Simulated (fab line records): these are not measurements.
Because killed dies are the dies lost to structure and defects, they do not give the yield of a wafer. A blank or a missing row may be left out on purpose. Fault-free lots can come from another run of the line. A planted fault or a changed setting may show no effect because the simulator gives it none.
Which of the tools did it?    flow sky130    10 lots, 30 wafers sampled, at 4 steps of a route of 708

== WHAT THE GAUGES READ, wafer by wafer ==
SKY_SD_N_TW_MEAS_12.
lot   measured      on             SD_N_TW
L892  day 29 12:41  film-metro-01  3973 3974 4005
L896  day 30 20:32  film-metro-01  3975 3987 3985
L899  day 31 07:02  film-metro-02  4073 4075 4063
L902  day 32 10:58  film-metro-02  4064 4051 4047
L904  day 33 07:01  film-metro-04  3981 4010 4002
L905  day 33 13:02  film-metro-04  3990 3974 3994
L906  day 33 17:15  film-metro-02  3468 3466 3453 3445 3447 3467
L907  day 34 08:22  film-metro-04  3396 3397 3441 3422 3421 3444
L911  day 36 07:55  film-metro-04  4029 4038 4031
L910  day 36 10:10  film-metro-04  4013 4040 4040

== EACH LOT AND THE TOOL THAT RAN IT (in order: tool; ch and the chambers of the sampled wafers; start) ==
lot   SKY_POLY_CUT_ETCH_11                SKY_SD_N_IMPLANT_09              SKY_SD_N_STRIP_11
L892  rie-diel-04 ch 0,3, day 25 22:33    implanter-01 ch 0, day 29 12:17  plasma-asher-04 ch 0,1, day 29 12:34
L896  rie-diel-03 ch 1,3, day 27 07:48    implanter-04 ch 0, day 30 20:09  plasma-asher-04 ch 1, day 30 20:26
L899  rie-diel-01 ch 1,2,3, day 27 18:55  implanter-01 ch 0, day 31 06:38  plasma-asher-04 ch 0,1, day 31 06:56
L902  rie-diel-04 ch 0,2,3, day 29 00:12  implanter-01 ch 0, day 32 10:34  plasma-asher-03 ch 1, day 32 10:52
L904  rie-diel-01 ch 0,1,2, day 29 20:58  implanter-04 ch 0, day 33 06:37  plasma-asher-03 ch 0,1, day 33 06:55
L905  rie-diel-01 ch 0,1,2, day 30 03:09  implanter-01 ch 0, day 33 12:40  plasma-asher-03 ch 0,1, day 33 12:57
L906  rie-diel-03 ch 0,1,2, day 30 07:13  implanter-04 ch 0, day 33 16:53  plasma-asher-02 ch 0,1, day 33 17:10
L907  rie-diel-04 ch 0,1,3, day 30 22:49  implanter-04 ch 0, day 34 07:58  plasma-asher-02 ch 0,1, day 34 08:16
L911  rie-diel-01 ch 0,2,3, day 33 00:13  implanter-03 ch 0, day 36 07:31  plasma-asher-04 ch 0,1, day 36 07:49
L910  rie-diel-03 ch 0,1,2, day 33 02:37  implanter-01 ch 0, day 36 09:46  plasma-asher-04 ch 0,1, day 36 10:04
- SKY_POLY_CUT_ETCH_11: etches Si3N4 in CF4/CH2F2/Ar, stops on poly-Si, time 42.5 s, target depth 60 nm.
- SKY_SD_N_IMPLANT_09
- SKY_SD_N_STRIP_11: strips in O2/N2.

== THE ANSWER, worked out from the rows above alone ==
Rule: usual is defined by the lots themselves. The widest of any qualifying gaps counts: lots, ordered by their means at a reading, are off when they make up no more than a third of the lots, leave a main group of 4 or more, and stand apart from it by 3 or more times the standard deviation of that group's means. If all means in a main group match to the digits the tables above print for the reading, that group is not used. Also off: a lot with no number at a reading for which 4 or more lots have one. All remaining lots with rows at the step are treated as sound.
Off: L906, L907, at SKY_SD_N_TW_MEAS_12 (SD_N_TW). For the main group the mean is 4017 and the standard deviation 32.
A tool fits if, at a process step before that reading, it ran every lot that is off, and no sound lot after the first of them. Those tools and the gauges at SKY_SD_N_TW_MEAS_12 are tried in the same way. Can't be told from this: 2 tools fit, implanter-04 at SKY_SD_N_IMPLANT_09, plasma-asher-02 at SKY_SD_N_STRIP_11.

== WHAT WAS PUT IN BY THE SIMULATOR ==
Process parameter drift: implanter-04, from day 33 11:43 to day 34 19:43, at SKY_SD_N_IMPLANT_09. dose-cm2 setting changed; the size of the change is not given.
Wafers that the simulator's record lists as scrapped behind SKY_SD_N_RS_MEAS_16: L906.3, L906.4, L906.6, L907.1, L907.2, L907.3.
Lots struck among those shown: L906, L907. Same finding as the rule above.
